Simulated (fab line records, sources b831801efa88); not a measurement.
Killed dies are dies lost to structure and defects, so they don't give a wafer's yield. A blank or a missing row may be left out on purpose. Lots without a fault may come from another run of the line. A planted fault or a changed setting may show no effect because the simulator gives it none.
Which tool did it? | flow sky130 | 13 lots, 39 wafers sampled, at 3 steps of a route of 708

WHAT THE GAUGES READ, wafer by wafer
SKY_FIELD_ISO_CD_MEAS_13: target cd 150 nm. Usual: cd_nm 150.1 nm, standard deviation 1.6.
lot  | measured    | on        | cd_nm (nm)        | flag
L596 | day 2 05:10 | cd_sem-01 | 150.2 152.0 151.1 |
L597 | day 2 11:33 | cd_sem-01 | 152.6 152.3 152.3 |
L598 | day 2 14:55 | cd_sem-01 | 149.9 148.0 148.3 |
L599 | day 2 23:27 | cd_sem-02 | 150.8 149.4 149.1 |
L600 | day 3 03:18 | cd_sem-02 | 151.3 150.4 150.8 |
L601 | day 3 10:29 | cd_sem-02 | 152.2 152.7 151.7 |
L602 | day 3 15:09 | cd_sem-02 | 149.0 149.4 148.3 |
L603 | day 3 16:43 | cd_sem-02 | 149.4 151.3 150.0 |
L604 | day 3 23:22 | cd_sem-02 | 150.6 150.2 148.8 |
L605 | day 4 04:56 | cd_sem-02 | 148.3 148.3 149.2 |
L610 | day 5 04:24 | cd_sem-02 | 151.9 151.8 151.1 |
L617 | day 6 18:14 | cd_sem-01 | 151.5 150.9 150.8 |
L619 | day 7 04:47 | cd_sem-01 | 147.9 147.0 147.8 |

SKY_LOCAL_INTERCONNECT_THK_MEAS_02: measures by xrf. Usual: LOCAL_INTERCONNECT_TIN_THK 101.7 nm, standard deviation 1.2.
lot  | measured     | on            | LOCAL_INTERCONNECT_TIN_THK (nm) | flag
L596 | day 29 20:17 | film_metro-01 | 102.8 103.8 102.2               |
L597 | day 29 21:02 | film_metro-03 | 102.6 100.4 100.7               |
L598 | day 30 03:14 | film_metro-04 | 102.6 103.3 103.6               |
L599 | day 31 00:41 | film_metro-03 | 101.4 102.9 102.3               |
L600 | day 30 23:44 | film_metro-01 | 99.6 99.2 99.7                  |
L601 | day 31 10:31 | film_metro-04 | 103.7 103.3 101.5               |
L602 | day 31 09:21 | film_metro-03 | 100.2 102.3 101.6               |
L603 | day 31 19:35 | film_metro-04 | 101.5 103.6 102.1               |
L604 | day 31 21:23 | film_metro-01 | 98.7 101.0 99.6                 |
L605 | day 32 08:37 | film_metro-01 | 101.5 102.3 102.2               |
L610 | day 33 10:50 | film_metro-01 | 100.7 100.2 101.5               |
L617 | day 36 04:39 | film_metro-03 | 98.7 102.0 100.8                |
L619 | day 36 09:14 | film_metro-04 | 102.9 101.8 104.1               |

WHICH TOOL RAN EACH LOT (tool, then ch and the chambers of the sampled wafers, then the start)
lot  | SKY_POLY_GATE_ETCH_17
L596 | rie_si-01 ch 0,2, day 17 01:11
L597 | rie_si-02 ch 0,1,2, day 17 01:10
L598 | rie_si-02 ch 0,1,3, day 17 11:13
L599 | rie_si-02 ch 0,1,3, day 18 06:47
L600 | rie_si-01 ch 1,2, day 18 06:14
L601 | rie_si-02 ch 0,2, day 18 20:41
L602 | rie_si-01 ch 0,1,2, day 18 18:40
L603 | rie_si-01 ch 0,1,3, day 19 07:04
L604 | rie_si-02 ch 0,1,2, day 19 09:26
L605 | rie_si-01 ch 0,1,3, day 19 22:35
L610 | rie_si-01 ch 2,3, day 21 03:46
L617 | rie_si-02 ch 0,2,3, day 24 07:01
L619 | rie_si-02 ch 0,2, day 24 14:04
- SKY_POLY_GATE_ETCH_17: etches poly-Si in HBr/Cl2, stops on SiO2, target depth 180 nm, time 70.5 s.

WHAT THE TOOLS THEMSELVES READ (means of the sampled wafers that have a number; where no wafer has one, the mark that the record gives instead)
SKY_POLY_GATE_ETCH_17. Usual: bias_w 99.95 W, standard deviation 0.29; drypump_motor_current_A 5.6 A, standard deviation 0.4; oes_product_au 0.985 a.u., standard deviation 0.0082; throttle_valve_pct 33.683 %, standard deviation 0.0092.
lot  | tool      | bias_w (W) | drypump_motor_current_A (A) | oes_product_au (a.u.) | throttle_valve_pct (%) | flag
L596 | rie_si-01 | 99.94      | 5.3                         | 0.990                 | 33.686                 |
L597 | rie_si-02 | 100.07     | 5.7                         | 0.987                 | 33.677                 |
L598 | rie_si-02 | 100.00     | 5.9                         | 0.988                 | 33.682                 |
L599 | rie_si-02 | 100.03     | 6.0                         | 0.986                 | 33.680                 |
L600 | rie_si-01 | 99.68      | 5.1                         | 0.988                 | 33.691                 |
L601 | rie_si-02 | 100.27     | 5.7                         | 0.989                 | 33.678                 |
L602 | rie_si-01 | 99.98      | 5.2                         | 0.982                 | 33.691                 |
L603 | rie_si-01 | 100.03     | 5.4                         | 0.997                 | 33.690                 |
L604 | rie_si-02 | 99.53      | 5.7                         | 0.986                 | 33.683                 |
L605 | rie_si-01 | 99.91      | 5.4                         | 0.991                 | 33.686                 |
L610 | rie_si-01 | 96.95      | 5.5                         | 0.977                 | 33.688                 | OFF
L617 | rie_si-02 | 100.03     | 5.9                         | 0.981                 | 33.686                 |
L619 | rie_si-02 | 100.10     | 5.7                         | 0.976                 | 33.685                 |

THE ANSWER, worked out from the rows above alone
Rule: a lot is off if the mean of its wafers that have a number lies more than 3 standard deviations from the usual mean. A lot without any number at a reading at which 4 lots or more have one is off too. The other lots that the step has rows for count as sound. The gauges are gone through in route order, then the tools' own readings, and for those a lot's mean is taken as printed above. The first step at which some lot is off is used, and at that step the reading that is off furthest; a lot without a number counts as furthest.
Off: L610, at SKY_POLY_GATE_ETCH_17 (bias_w).
A tool fits if, at that step or a process step before it, it ran every lot that is off, and no sound lot after the first of them. One fits: rie_si-01 at SKY_POLY_GATE_ETCH_17. Its last sound lot is L605 (day 19 22:35), its first lot that is off L610 (day 21 03:46): a fault that began between those two fits.
The tool's own readings at SKY_POLY_GATE_ETCH_17 bear it out: on the lots that are off they differ by more than 5 times the standard deviation of the sound lots' means. bias_w reads 96.95 W there against 99.96 W on the sound lots.

WHAT THE SIMULATOR HAD PUT IN
Process parameter drift: rie_si-01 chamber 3, from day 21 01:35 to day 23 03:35, at SKY_POLY_GATE_ETCH_17. Setting bias_w, moved by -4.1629, from 100. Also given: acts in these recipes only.
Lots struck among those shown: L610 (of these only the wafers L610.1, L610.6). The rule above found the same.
